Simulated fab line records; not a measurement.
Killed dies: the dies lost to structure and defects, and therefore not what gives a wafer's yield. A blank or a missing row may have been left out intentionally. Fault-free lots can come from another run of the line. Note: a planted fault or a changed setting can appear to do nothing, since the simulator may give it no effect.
Chamber matching    flow gf180mcu    GF_V1_CMP_26 on cmp-02 has 4 sister chambers
The step polishes, stops on SiO2, t overpolish 15 s, target thk 0 nm. 8 wafers are shown with their chamber, then 7 later ones without.

== WAFERS PAIRED WITH THEIR CHAMBERS ==
wafer   chamber  motor-current-A (A)  overpolish-run-s (s)
L108.4  0        10.1                 15.008
L110.2  1        9.4                  15.011
L113.2  1        9.7                  15.002
L113.3  2        10.4                 15.005
L112.1  0        10.0                 15.007
L112.2  2        11.1                 14.993
L112.6  3        11.2                 14.998
L116.1  3        11.4                 15.014

== WAFERS WHOSE CHAMBER IS MISSING ==
wafer   motor-current-A (A)  overpolish-run-s (s)
L116.5  11.6                 14.998
L122.3  9.3                  15.000
L122.5  9.8                  14.994
L122.6  10.7                 15.011
L124.1  9.3                  15.003
L124.3  10.0                 14.995
L124.6  9.4                  15.004

== THE CHAMBER EACH PASSED THROUGH ==
wafer   from the rows above           in truth
L116.5  can't be placed: 3 or 2       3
L122.3  can't be placed: 1 or 0       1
L122.5  can't be placed: 1 or 0 or 2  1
L122.6  can't be placed: 2 or 3 or 0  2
L124.1  can't be placed: 1 or 0       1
L124.3  can't be placed: 0 or 1 or 2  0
L124.6  can't be placed: 1 or 0       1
Correct placement for 0 of the 7. Cannot be placed on the basis of these rows: 7; the candidates contain the true chamber in 7. Placed wrongly: 0.
How it was worked out, from the rows above alone: a wafer's distance from a chamber is the root of the sum, over the readings, of the square of ((its reading less the chamber's mean) divided by the reading's scatter). If the next closest chamber is less than 2 further off than the closest, the wafer can't be placed; otherwise it belongs to the closest. A chamber's mean is the mean of its shown wafers. The scatter is the square root of a quotient: the sum, over the shown wafers, of each reading's squared deviation from its chamber's mean, divided by wafers minus chambers.
